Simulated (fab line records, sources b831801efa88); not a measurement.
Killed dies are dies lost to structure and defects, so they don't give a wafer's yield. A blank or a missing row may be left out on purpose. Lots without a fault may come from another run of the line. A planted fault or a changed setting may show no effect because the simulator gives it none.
fab line records | flow sky130
record lots=12 wafers=36 last_day=50
route steps=708 shown SONOS_ONO@181 RES_PROTECT@215 POLY_GATE@224 PAD_OPEN@708
lots that met no fault: from a run of the same line without faults
start_h: hours from the record's first day to the start of the lot's first wafer shown | wait_h: hours since the lot's step before | " the same as in the row above | L1.1+2: a row that stands for several wafers | - no value, or no start given | * or withheld: withheld | < > ~ a bound
route shown NAME@n: a module of which the file shows steps, and the number in the route of the first | usual: mean/standard deviation of fault-free wafers | same: alike in all rows | chamber/n: place in a boat | sites: the reading at each site | _std_site: their standard deviation | _edge_site: outer sites' mean less inner sites' | radius_mm: how far each site lies from the wafer's centre | mask NAME#n: copy n | behind: the tool/chamber that last shaped the wafer | hold: why the lot was held/for how many hours/how that ended | device: the transistor (n, p or np) that didn't switch | end of line: the same wafers' tests at the end of the route | a step without rows: its recipe alone | killed: dies lost to structure and defects at the first sort, not the wafer's yield | map: a wafer's dies, x killed, . not, _ none there
set.NAME: the setting as run; set.NAME@STEP: as run at that earlier step | model.NAME: the simulator's own value behind a step, which no gauge read
steps of the route over a sample of lots; a table a step, a row a wafer
services: from which hour (start_h, from the record's first day; less than 0 if before it) a tool's chamber was out of use, for how many hours, and why
## steps
# step SKY_SONOS_ONO_CD_MEAS_13
# recipe target_cd_nm=410
# usual cd_nm=410.3/1.9
# columns lot.wafer tool chamber start_h wait_h cd_nm
L951.1 cd_sem-02 - 279.97 0.1 408.6
L951.2 " - " " 410.5
L951.3 " - " " 411.3
L953.1 cd_sem-02 - 302.06 0.1 411.2
L953.2 " - " " 412.1
L953.4 " - " " 410.8
L954.4 cd_sem-02 - 307.57 0.1 409.7
L954.5 " - " " 407.7
L954.6 " - " " 406.9
L956.2 cd_sem-01 - 329.29 0.1 411.2
L956.4 " - " " 411.2
L956.6 " - " " 410.5
L957.1 cd_sem-01 - 333.32 0.1 410.9
L957.3 " - " " 409.5
L957.4 " - " " 408.9
L958.2 cd_sem-02 - 345.98 0.1 412.8
L958.5 " - " " 410.9
L958.6 " - " " 410.6
L961.1 cd_sem-01 - 366.13 0.1 410.3
L961.4 " - " " 410.6
L961.6 " - " " 410.5
L964.2 cd_sem-02 - 389.38 0.1 409.3
L964.4 " - " " 410.7
L964.5 " - " " 412.4
L969.1 cd_sem-01 - 433.56 0.1 409.4
L969.2 " - " " 411.9
L969.4 " - " " 410.1
L970.2 cd_sem-02 - 437.14 0.1 409.4
L970.3 " - " " 410.0
L970.5 " - " " 410.0
L972.1 cd_sem-01 - 454.36 0.1 411.6
L972.2 " - " " 409.8
L972.3 " - " " 409.4
L973.3 cd_sem-02 - 459.40 0.1 410.5
L973.4 " - " " 410.2
L973.5 " - " " 410.0
# step SKY_SONOS_ONO_OVL_MEAS_14
# usual SONOS_ONO_OVL=1.1/1.1
# columns lot.wafer tool chamber start_h wait_h SONOS_ONO_OVL[nm]
L951.1 overlay-02 - 280.09 0.1 1.1
L951.2 " - " " 0.8
L951.3 " - " " 0.9
L953.1 overlay-02 - 302.18 0.1 0.2
L953.2 " - " " 0.0
L953.4 " - " " 1.9
L954.4 overlay-02 - 307.64 0.1 -0.3
L954.5 " - " " 1.7
L954.6 " - " " 3.1
L956.2 overlay-01 - 329.39 0.1 1.4
L956.4 " - " " 2.3
L956.6 " - " " 0.6
L957.1 overlay-01 - 333.44 0.1 -0.3
L957.3 " - " " -0.7
L957.4 " - " " -1.3
L958.2 overlay-01 - 346.09 0.1 1.5
L958.5 " - " " 1.3
L958.6 " - " " 3.1
L961.1 overlay-01 - 366.25 0.1 4.3
L961.4 " - " " 2.9
L961.6 " - " " 2.7
L964.2 overlay-01 - 389.49 0.1 2.1
L964.4 " - " " 2.0
L964.5 " - " " 1.2
L969.1 overlay-02 - 433.68 0.1 2.4
L969.2 " - " " 1.6
L969.4 " - " " 0.8
L970.2 overlay-02 - 437.26 0.1 1.5
L970.3 " - " " 0.9
L970.5 " - " " 1.1
L972.1 overlay-01 - 454.48 0.1 -0.1
L972.2 " - " " 0.6
L972.3 " - " " -1.3
L973.3 overlay-02 - 459.50 0.1 2.6
L973.4 " - " " 2.0
L973.5 " - " " 2.1
# step SKY_RES_PROTECT_TW_MEAS_08
# usual POLY_GATE_TW=4071/33
# columns lot.wafer tool chamber start_h wait_h POLY_GATE_TW
L951.1 film_metro-02 - 341.12 0.1 4030
L951.2 " - " " 4027
L951.3 " - " " 4032
L953.1 film_metro-02 - 365.26 0.1 4007
L953.2 " - " " 4009
L953.4 " - " " 4021
L954.4 film_metro-02 - 368.64 0.1 4022
L954.5 " - " " 4029
L954.6 " - " " 4020
L956.2 film_metro-04 - 391.42 0.1 4077
L956.4 " - " " 4107
L956.6 " - " " 4115
L957.1 film_metro-02 - 393.97 0.1 4059
L957.3 " - " " 4060
L957.4 " - " " 4063
L958.2 film_metro-02 - 409.02 0.1 4016
L958.5 " - " " 4018
L958.6 " - " " 4010
L961.1 film_metro-03 - 432.72 0.1 4122
L961.4 " - " " 4088
L961.6 " - " " 4101
L964.2 film_metro-04 - 458.27 0.1 4089
L964.4 " - " " 4077
L964.5 " - " " 4073
L969.1 film_metro-02 - 501.21 0.1 4033
L969.2 " - " " 4023
L969.4 " - " " 4020
L970.2 film_metro-04 - 504.31 0.1 4105
L970.3 " - " " 4102
L970.5 " - " " 4113
L972.1 film_metro-04 - 520.16 0.1 4094
L972.2 " - " " 4125
L972.3 " - " " 4083
L973.3 film_metro-04 - 527.92 0.1 4076
L973.4 " - " " 4096
L973.5 " - " " 4093
# step SKY_POLY_GATE_EXPOSE_10
# recipe mask_id=P1M na=0.68 source_shape=conventional sigma_outer=0.6 target_cd_nm=150 dose_mj=28
# usual exposure_dose_mJ_cm2=28.010/0.027 focus_offset_nm=0.1/0.56
# columns lot.wafer tool chamber start_h wait_h mask exposure_dose_mJ_cm2 focus_offset_nm
L951.1 krf_scanner-02 0 356.98 - P1M#0 28.006 0.2
L951.2 " 0 " " P1M#0 28.007 0.4
L951.3 " 0 " " P1M#0 28.015 -1.0
L953.1 krf_scanner-01 0 381.32 - P1M#0 28.045 0.1
L953.2 " 0 " " P1M#0 28.027 -1.0
L953.4 " 0 " " P1M#0 28.061 0.2
L954.4 krf_scanner-01 0 387.11 - P1M#0 30.621 0.3
L954.5 " 0 " " P1M#0 30.638 -0.1
L954.6 " 0 " " P1M#0 30.601 -0.2
L956.2 krf_scanner-02 0 408.04 - P1M#0 28.026 0.2
L956.4 " 0 " " P1M#0 28.028 0.0
L956.6 " 0 " " P1M#0 28.032 0.5
L957.1 krf_scanner-01 0 410.44 - P1M#0 30.167 -0.7
L957.3 " 0 " " P1M#0 30.127 -0.6
L957.4 " 0 " " P1M#0 30.172 -0.1
L958.2 krf_scanner-01 0 425.26 - P1M#0 30.135 0.0
L958.5 " 0 " " P1M#0 30.154 0.9
L958.6 " 0 " " P1M#0 30.174 0.3
L961.1 krf_scanner-01 0 450.89 - P1M#0 29.335 -1.1
L961.4 " 0 " " P1M#0 29.343 -0.9
L961.6 " 0 " " P1M#0 29.346 -0.4
L964.2 krf_scanner-02 0 475.25 - P1M#0 27.999 0.5
L964.4 " 0 " " P1M#0 28.021 0.9
L964.5 " 0 " " P1M#0 28.022 0.5
L969.1 krf_scanner-02 0 518.01 - P1M#0 28.045 -0.4
L969.2 " 0 " " P1M#0 28.065 -0.2
L969.4 " 0 " " P1M#0 27.991 -0.3
L970.2 krf_scanner-02 0 520.92 - P1M#0 27.980 -0.3
L970.3 " 0 " " P1M#0 28.023 0.3
L970.5 " 0 " " P1M#0 27.977 -0.4
L972.1 krf_scanner-02 0 537.83 - P1M#0 28.061 -0.5
L972.2 " 0 " " P1M#0 28.044 0.6
L972.3 " 0 " " P1M#0 28.008 -0.1
L973.3 krf_scanner-02 0 543.64 - P1M#0 28.016 0.5
L973.4 " 0 " " P1M#0 27.957 0.4
L973.5 " 0 " " P1M#0 27.984 -0.5
# step SKY_POLY_GATE_CD_MEAS_13
# recipe target_cd_nm=150
# usual cd_nm=150.5/1.2
# columns lot.wafer tool chamber start_h wait_h cd_nm
L951.1 cd_sem-01 - 370.42 - 151.1
L951.2 " - " " 150.9
L951.3 " - " " 150.5
L953.1 cd_sem-02 - 395.51 - 151.2
L953.2 " - " " 149.8
L953.4 " - " " 151.4
L954.4 cd_sem-01 - 402.08 - 134.8
L954.5 " - " " 134.8
L954.6 " - " " 135.7
L956.2 cd_sem-02 - 423.09 - 150.2
L956.4 " - " " 152.4
L956.6 " - " " 150.5
L957.1 cd_sem-02 - 425.36 - 137.5
L957.3 " - " " 138.1
L957.4 " - " " 138.4
L958.2 cd_sem-02 - 440.38 - 137.1
L958.5 " - " " 138.6
L958.6 " - " " 136.6
L961.1 cd_sem-01 - 465.27 - 144.4
L961.4 " - " " 143.7
L961.6 " - " " 142.4
L964.2 cd_sem-02 - 490.72 - 148.5
L964.4 " - " " 148.8
L964.5 " - " " 149.2
L969.1 cd_sem-02 - 533.57 - 152.0
L969.2 " - " " 151.9
L969.4 " - " " 151.5
L970.2 cd_sem-01 - 536.59 - 149.0
L970.3 " - " " 149.0
L970.5 " - " " 148.3
L972.1 cd_sem-01 - 551.87 - 150.6
L972.2 " - " " 150.4
L972.3 " - " " 149.6
L973.3 cd_sem-02 - 557.84 - 150.3
L973.4 " - " " 148.8
L973.5 " - " " 149.6
# step SKY_PAD_OPEN_PROBE_99
# usual killed_at_M0_to_M3=42/7.2 killed_at_M4_up=3.5/1.8 killed_at_contacts=25/5.7 killed_at_front_end=16/4.6 killed_at_other=0.2/0.41 killed_dies=86/9.3 killed_open=47/6.3 killed_short=39/5.9
# same gross_dies=492 killed_at_back_side=0
# columns lot.wafer tool chamber start_h wait_h killed_at_M0_to_M3 killed_at_M4_up killed_at_contacts killed_at_front_end killed_at_other killed_dies killed_open killed_short
L951.1 prober-02 - 1077.43 0.1 56 2 23 16 0 97 52 45
L951.2 prober-02 - 1077.48 0.1 45 2 23 13 0 83 33 50
L951.3 prober-02 - 1077.53 0.2 48 1 14 22 0 85 40 45
L954.4 prober-02 - 1101.24 0.2 44 5 17 18 0 84 44 36
L954.5 prober-02 - 1101.29 0.2 33 1 21 20 0 75 40 28
L954.6 prober-02 - 1101.34 0.2 35 4 20 16 0 75 43 32
L956.2 prober-02 - 1114.44 0.1 47 5 27 23 1 103 57 46
L956.4 prober-02 - 1114.54 0.2 42 1 21 22 0 86 55 31
L956.6 prober-02 - 1114.64 0.2 41 3 27 14 1 86 46 40
L957.3 prober-01 - 1116.03 0.2 33 3 24 26 0 86 45 40
L957.4 prober-01 - 1116.08 0.2 41 0 31 21 0 93 47 43
L958.2 prober-02 - 1125.67 0.1 49 3 23 19 0 94 52 41
L958.5 prober-02 - 1125.82 0.2 44 2 29 11 0 86 49 36
L958.6 prober-02 - 1125.87 0.2 32 4 39 18 1 94 55 39
# killed by level:class
L951.1 VIA1:geometric_particle:open=15 VIA2:geometric_particle:open=9 CONTACT:geometric_particle:open=7 METAL3:geometric_particle:short=7 METAL2:geometric_particle:short=6 VIA3:geometric_particle:open=6 POLY_GATE:geometric_particle:open=5 LOCAL_INTERCONNECT:geometric_particle:short=5
L951.2 METAL1:geometric_particle:short=8 METAL3:geometric_particle:short=7 CONTACT:geometric_particle:short=7 METAL2:geometric_particle:short=7 CONTACT:geometric_particle:open=6 VIA1:geometric_particle:open=6 VIA2:geometric_particle:open=4 VIA1:geometric_particle:short=4
L951.3 METAL1:geometric_particle:short=7 VIA1:geometric_particle:open=7 METAL2:geometric_particle:short=7 VIA2:geometric_particle:open=6 FIELD_ISO:geometric_particle:short=5 METAL3:geometric_particle:short=5 LI_CONTACT:geometric_particle:open=4 POLY_GATE:geometric_particle:short=4
L954.4 VIA1:geometric_particle:open=11 VIA1:geometric_particle:short=7 VIA2:geometric_particle:open=7 CONTACT:geometric_particle:open=6 LI_CONTACT:geometric_particle:open=4 CONTACT:geometric_particle:short=4 METAL2:geometric_particle:short=4 VIA2:geometric_particle:short=4
L954.5 CONTACT:geometric_particle:open=10 VIA2:geometric_particle:open=7 POLY_GATE:area_expose=7 METAL1:geometric_particle:short=5 VIA1:geometric_particle:open=5 METAL2:geometric_particle:short=5 FIELD_ISO:geometric_particle:open=4 POLY_GATE:geometric_particle:open=4
L954.6 VIA1:geometric_particle:open=8 CONTACT:geometric_particle:open=7 LI_CONTACT:geometric_particle:open=6 METAL1:geometric_particle:short=6 FIELD_ISO:geometric_particle:open=5 VIA2:geometric_particle:open=5 FIELD_ISO:geometric_particle:short=4 POLY_GATE:geometric_particle:open=4
L956.2 VIA1:geometric_particle:open=12 CONTACT:geometric_particle:open=11 VIA1:geometric_particle:short=8 VIA3:geometric_particle:open=8 FIELD_ISO:geometric_particle:open=7 LI_CONTACT:geometric_particle:open=7 CONTACT:geometric_particle:short=6 FIELD_ISO:geometric_particle:short=5
L956.4 VIA1:geometric_particle:open=12 CONTACT:geometric_particle:open=9 VIA3:geometric_particle:open=8 FIELD_ISO:geometric_particle:open=7 LOCAL_INTERCONNECT:geometric_particle:short=7 SPACER:geometric_particle:open=6 METAL1:geometric_particle:short=5 FIELD_ISO:geometric_particle:short=4
L956.6 VIA1:geometric_particle:open=13 CONTACT:geometric_particle:open=9 VIA2:geometric_particle:open=7 FIELD_ISO:geometric_particle:open=6 CONTACT:geometric_particle:short=6 VIA2:geometric_particle:short=6 LI_CONTACT:geometric_particle:short=5 LI_CONTACT:geometric_particle:open=5
L957.3 VIA1:geometric_particle:open=9 CONTACT:geometric_particle:open=8 CONTACT:geometric_particle:short=7 FIELD_ISO:geometric_particle:short=7 FIELD_ISO:geometric_particle:open=6 LI_CONTACT:geometric_particle:open=5 VIA2:geometric_particle:open=5 METAL1:geometric_particle:short=5
L957.4 LI_CONTACT:geometric_particle:open=9 CONTACT:geometric_particle:short=8 CONTACT:geometric_particle:open=7 VIA2:geometric_particle:open=7 VIA1:geometric_particle:open=7 POLY_GATE:geometric_particle:open=6 METAL2:geometric_particle:short=6 VIA3:geometric_particle:open=6
L958.2 VIA2:geometric_particle:open=11 VIA1:geometric_particle:open=9 CONTACT:geometric_particle:open=8 METAL1:geometric_particle:short=7 LI_CONTACT:geometric_particle:open=6 FIELD_ISO:geometric_particle:open=5 VIA1:geometric_particle:short=5 LOCAL_INTERCONNECT:geometric_particle:short=4
L958.5 VIA1:geometric_particle:open=15 CONTACT:geometric_particle:open=12 LI_CONTACT:geometric_particle:open=7 METAL2:geometric_particle:short=6 METAL1:geometric_particle:short=5 VIA1:geometric_particle:short=5 VIA3:geometric_particle:open=4 VIA2:geometric_particle:open=4
L958.6 CONTACT:geometric_particle:open=14 LI_CONTACT:geometric_particle:open=10 VIA2:geometric_particle:open=7 CONTACT:geometric_particle:short=6 LOCAL_INTERCONNECT:geometric_particle:short=6 POLY_GATE:geometric_particle:open=5 VIA3:geometric_particle:open=5 FIELD_ISO:geometric_particle:short=4
## services
# columns tool chamber start_h hours kind
krf_scanner-02 - 376.72 2.2 repair
krf_scanner-01 - 379.01 2.3 repair
krf_scanner-02 - 381.04 1.6 repair
krf_scanner-02 - 390.94 4.0 pm
krf_scanner-01 - 394.96 3.6 pm
krf_scanner-01 - 398.52 1.3 pm
krf_scanner-01 - 423.36 1.0 pm
krf_scanner-02 - 425.08 4.4 pm
krf_scanner-01 - 426.47 2.4 repair
krf_scanner-02 - 429.46 0.8 pm
krf_scanner-02 - 430.21 1.3 pm
krf_scanner-02 - 457.19 1.0 pm
krf_scanner-01 - 476.53 0.8 pm
krf_scanner-01 - 497.27 0.4 repair
krf_scanner-02 - 502.17 0.5 repair
krf_scanner-01 - 511.32 0.3 repair
krf_scanner-01 - 517.17 4.4 pm
krf_scanner-01 - 525.10 1.7 repair
## key
first_sign step=SKY_POLY_GATE_EXPOSE_10 reading=exposure_dose_mJ_cm2 direction=up sigmas=76 usual=* struck=*
effect step=SKY_POLY_GATE_CD_MEAS_13 reading=cd_nm direction=down sigmas=10 usual=150.5 struck=138.5 through=control_loop
met_at SKY_POLY_GATE_EXPOSE_10
struck_lots L954,L957,L958,L961
tester_left_out L954,L957,L958,L961
loop_trim step=SKY_POLY_GATE_EXPOSE_10 setting=dose lots=L957,L958,L961
not_acting_at SKY_SONOS_ONO_CD_MEAS_13,SKY_SONOS_ONO_OVL_MEAS_14,SKY_RES_PROTECT_TW_MEAS_08
onset_between 381.32 387.11
fault kind=process_parameter_drift tool=krf_scanner-01 chamber=- onset_h=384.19 steps=SKY_POLY_GATE_EXPOSE_10 channel=dose_mj offset=2.6135 shape=step acts_in=these_recipes_only stated=28
# tester_left_out: of these lots the tester's yield and bins aren't shown, on N5 and GAA mostly nor the transistor test; their killed dies are dies lost to structure and defects alone, not to doping, threshold or leakage, so they don't give the yield
# loop_trim: a control loop set the setting to another value than it would have without faults
